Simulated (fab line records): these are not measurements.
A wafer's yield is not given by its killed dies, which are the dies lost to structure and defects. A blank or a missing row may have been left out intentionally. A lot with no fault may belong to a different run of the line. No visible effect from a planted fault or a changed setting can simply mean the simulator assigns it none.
2 desks looking at one fault ; flow sky130 ; what lay behind the numbers comes last; until then each desk has only its own

## DESK OF THE TOOL OWNER: implanter-03
The tool's own readings at SKY_LDD_N_IMPLANT_15: means of the sampled wafers that have a number, for each lot that ran on this tool. If a lot's mean is further than 4 standard deviations from the usual mean, the lot is out of limits and carries the mark OUT (the distance appears in the brackets).
Columns: A = beam energy keV at SKY_LDD_N_IMPLANT_15, usual 49.999; B = tilt deg at SKY_LDD_N_IMPLANT_15, usual 30.000 degrees
lot;first seen here;A;B
L458;day 21 12:21;50.000;0.008 (-99 or more) OUT
L459;day 21 20:57;50.007;0.002 (-99 or more) OUT
L465;day 24 15:37;50.006;30.002
L464;day 24 21:55;49.982;29.985
L470;day 25 21:32;50.005;30.045
L471;day 26 09:32;50.012;30.009
This desk finds L458, L459 out of limits, L458 being first, at day 21 12:21 (tilt deg at SKY_LDD_N_IMPLANT_15). L465, L464, L470, L471: within limits.

## METROLOGY DESK
Means of the sampled wafers that have a number, per lot and without regard to the tool the lot ran on: this is what the gauges read. If a lot's mean is further than 4 standard deviations from the usual mean, the lot is out of limits and carries the mark OUT (the distance appears in the brackets).
Columns: A = GATE_OXIDE_OXIDATION_00_THK at SKY_GATE_OXIDE_THK_MEAS_02, usual 10.36 nm; B = LDD_P_TW at SKY_LDD_P_TW_MEAS_11, usual 634
lot;first seen here;A;B
L450;day 13 09:27;10.35;637
L451;day 13 14:05;10.08;631
L458;day 16 02:20;10.19;640
L459;day 16 10:01;10.31;630
L462;day 17 14:50;10.27;637
L463;day 17 21:48;10.60;634
L465;day 19 04:17;10.31;637
L464;day 19 09:28;10.19;634
L467;day 19 14:12;10.40;630
L468;day 19 20:41;10.35;636
L469;day 20 04:47;10.45;634
L470;day 20 10:49;10.44;633
L471;day 21 00:47;10.30;634
This desk's finding: nothing out of limits on any of the 13 lots.

## TAKEN TOGETHER
An alarm could have come from the tool owner's desk at day 21 12:21, on L458, L459.
From the metrology desk's view, nothing was out of limits.
The metrology desk has L458, L459 on record, within its limits.
All the named lots went through SKY_LDD_N_IMPLANT_15 on implanter-03.

## WHAT WAS PUT IN BY THE SIMULATOR
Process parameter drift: implanter-03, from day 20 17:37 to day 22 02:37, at SKY_LDD_N_IMPLANT_15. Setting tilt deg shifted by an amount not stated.
Lots struck among those shown: L458, L459.
Delay in hours, fault start to first out-of-limits reading, by desk: the tool owner's desk at 19.
